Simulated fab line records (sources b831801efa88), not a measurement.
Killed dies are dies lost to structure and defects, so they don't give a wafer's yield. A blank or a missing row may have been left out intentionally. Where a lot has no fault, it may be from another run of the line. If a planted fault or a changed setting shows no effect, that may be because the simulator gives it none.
Split-lot study / flow sky130 / 23 wafers read across 5 lots, on a route 708 steps long

== ON THE SPLIT ==
At SKY_VIA3_CMP_02 (polishes SiO2), the setting leave above ref nm was moved away from the recipe's 465 nm on 8 of the 23 wafers read, by -7.2% to +7.1%. This setting was run at the recipe's value on the other wafers.

Split to reading: the file shows no intervening step.

== THE READING ==
oes product au, in a.u., at SKY_VIA3_ETCH_15 (etches SiO2 in C4F8/O2/Ar, stops on TiN, target depth 507 nm, time 78 s). Fault-free wafers of this fab line usually give 0.947 a.u., standard deviation 0.0044 a.u.

wafer=L079.1; tool, chamber at the split=cmp-01, 1; leave above ref nm as run, nm=465; against the recipe=recipe; oes product au, a.u.=0.951; against lot-mates on the recipe=-
wafer=L079.2; tool, chamber at the split=cmp-01, 2; leave above ref nm as run, nm=465; against the recipe=recipe; oes product au, a.u.=0.940; against lot-mates on the recipe=-
wafer=L079.3; tool, chamber at the split=cmp-01, 0; leave above ref nm as run, nm=465; against the recipe=recipe; oes product au, a.u.=0.946; against lot-mates on the recipe=-
wafer=L079.4; tool, chamber at the split=cmp-01, 3; leave above ref nm as run, nm=465; against the recipe=recipe; oes product au, a.u.=0.953; against lot-mates on the recipe=-
wafer=L079.6; tool, chamber at the split=cmp-01, 1; leave above ref nm as run, nm=465; against the recipe=recipe; oes product au, a.u.=0.943; against lot-mates on the recipe=-
wafer=L077.1; tool, chamber at the split=cmp-02, 2; leave above ref nm as run, nm=498; against the recipe=+7.1%; oes product au, a.u.=0.979; against lot-mates on the recipe=+0.034
wafer=L077.2; tool, chamber at the split=cmp-02, 3,2; leave above ref nm as run, nm=498; against the recipe=+7.1%; oes product au, a.u.=0.980; against lot-mates on the recipe=+0.035
wafer=L077.3; tool, chamber at the split=cmp-02, 1; leave above ref nm as run, nm=465; against the recipe=recipe; oes product au, a.u.=0.943; against lot-mates on the recipe=-
wafer=L077.5; tool, chamber at the split=cmp-02, 3; leave above ref nm as run, nm=465; against the recipe=recipe; oes product au, a.u.=0.947; against lot-mates on the recipe=-
wafer=L077.6; tool, chamber at the split=cmp-02, 3,2; leave above ref nm as run, nm=498; against the recipe=+7.1%; oes product au, a.u.=0.986; against lot-mates on the recipe=+0.041
wafer=L080.1; tool, chamber at the split=cmp-01, 0; leave above ref nm as run, nm=431.4; against the recipe=-7.2%; oes product au, a.u.=0.908; against lot-mates on the recipe=-0.042
wafer=L080.2; tool, chamber at the split=cmp-01, 2; leave above ref nm as run, nm=465; against the recipe=recipe; oes product au, a.u.=0.950; against lot-mates on the recipe=-
wafer=L080.4; tool, chamber at the split=cmp-01, 1; leave above ref nm as run, nm=465; against the recipe=recipe; oes product au, a.u.=0.953; against lot-mates on the recipe=-
wafer=L080.5; tool, chamber at the split=cmp-01, 3; leave above ref nm as run, nm=431.4; against the recipe=-7.2%; oes product au, a.u.=0.907; against lot-mates on the recipe=-0.043
wafer=L080.6; tool, chamber at the split=cmp-01, 2; leave above ref nm as run, nm=465; against the recipe=recipe; oes product au, a.u.=0.946; against lot-mates on the recipe=-
wafer=L084.1; tool, chamber at the split=cmp-01, 1; leave above ref nm as run, nm=444.1; against the recipe=-4.5%; oes product au, a.u.=0.920; against lot-mates on the recipe=-0.031
wafer=L084.3; tool, chamber at the split=cmp-01, 3; leave above ref nm as run, nm=465; against the recipe=recipe; oes product au, a.u.=0.949; against lot-mates on the recipe=-
wafer=L084.4; tool, chamber at the split=cmp-01, 2; leave above ref nm as run, nm=444.1; against the recipe=-4.5%; oes product au, a.u.=0.923; against lot-mates on the recipe=-0.028
wafer=L084.5; tool, chamber at the split=cmp-01, 1; leave above ref nm as run, nm=465; against the recipe=recipe; oes product au, a.u.=0.953; against lot-mates on the recipe=-
wafer=L084.6; tool, chamber at the split=cmp-01, 2; leave above ref nm as run, nm=444.1; against the recipe=-4.5%; oes product au, a.u.=0.928; against lot-mates on the recipe=-0.023
wafer=L085.3; tool, chamber at the split=cmp-01, 0; leave above ref nm as run, nm=465; against the recipe=recipe; oes product au, a.u.=0.945; against lot-mates on the recipe=-
wafer=L085.4; tool, chamber at the split=cmp-01, 1; leave above ref nm as run, nm=465; against the recipe=recipe; oes product au, a.u.=0.947; against lot-mates on the recipe=-
wafer=L085.5; tool, chamber at the split=cmp-01, 2; leave above ref nm as run, nm=465; against the recipe=recipe; oes product au, a.u.=0.949; against lot-mates on the recipe=-
When a row names more than one chamber, that row covers several wafers, and the file does not tell which wafer ran in which chamber.

THE FIT
A straight line over all 23 wafers: oes product au changes by +0.00513 a.u. for each +1% of leave above ref nm; r = +0.98; the points scatter about the line by 0.0038 a.u.
The same after taking each lot's own level away (the mean of its wafers on the recipe; 23 wafers): +0.00555 a.u. for each +1%; r = +0.99; scatter 0.0035 a.u.
On that fit, the largest move of leave above ref nm shifts the reading by 0.04 a.u.
Measured against the standard deviation above, the lots' own levels, which go from 0.9450 to 0.9510 a.u., span 1.4 times it.
The two slopes are in agreement: the lot-to-lot level therefore moves the slope only a little.
Check: for one of the wafers moved furthest among these (-7.2%), held out of the fit, the line's prediction against its lot-mates is -0.0407 a.u. Against them it came out at -0.0417 a.u.

== THE OTHER SPLITS THESE WAFERS WENT THROUGH ==
These wafers also went through other splits before the reading. Each is held against what the fit with the lots' levels taken away leaves over:
other split on the same wafers=SKY_CAPM_METAL_ETCH_13 time s; wafers away from the commonest value=6; r with oes product au (lot level and that fit taken away)=+0.42

== THE WHOLE CHAIN: every reading that the file lists as answering this split, in the file's order ==
step=SKY_VIA3_CMP_02; what it does=polishes SiO2; reading=SiO2_of_VIA3_HDPCVD_00.thk nm (the simulator's own value, which no gauge read); change (the file's fit)=+4.79 nm for each +1% of the setting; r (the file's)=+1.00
step=SKY_VIA3_ETCH_15; what it does=etches SiO2 in C4F8/O2/Ar, stops on TiN, target depth 507 nm, time 78 s; reading=oes product au; change (the file's fit)=+0.00561 a.u. for each +1% of the setting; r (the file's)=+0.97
step=SKY_VIA3_ETCH_15; what it does=etches SiO2 in C4F8/O2/Ar, stops on TiN, target depth 507 nm, time 78 s; reading=VIA3.feature depth nm (the simulator's own value, which no gauge read); change (the file's fit)=+4.71 nm for each +1% of the setting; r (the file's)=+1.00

== FILE'S OWN FIT ==
oes product au changes by +0.00561 a.u. for each +1% of leave above ref nm, r = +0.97.
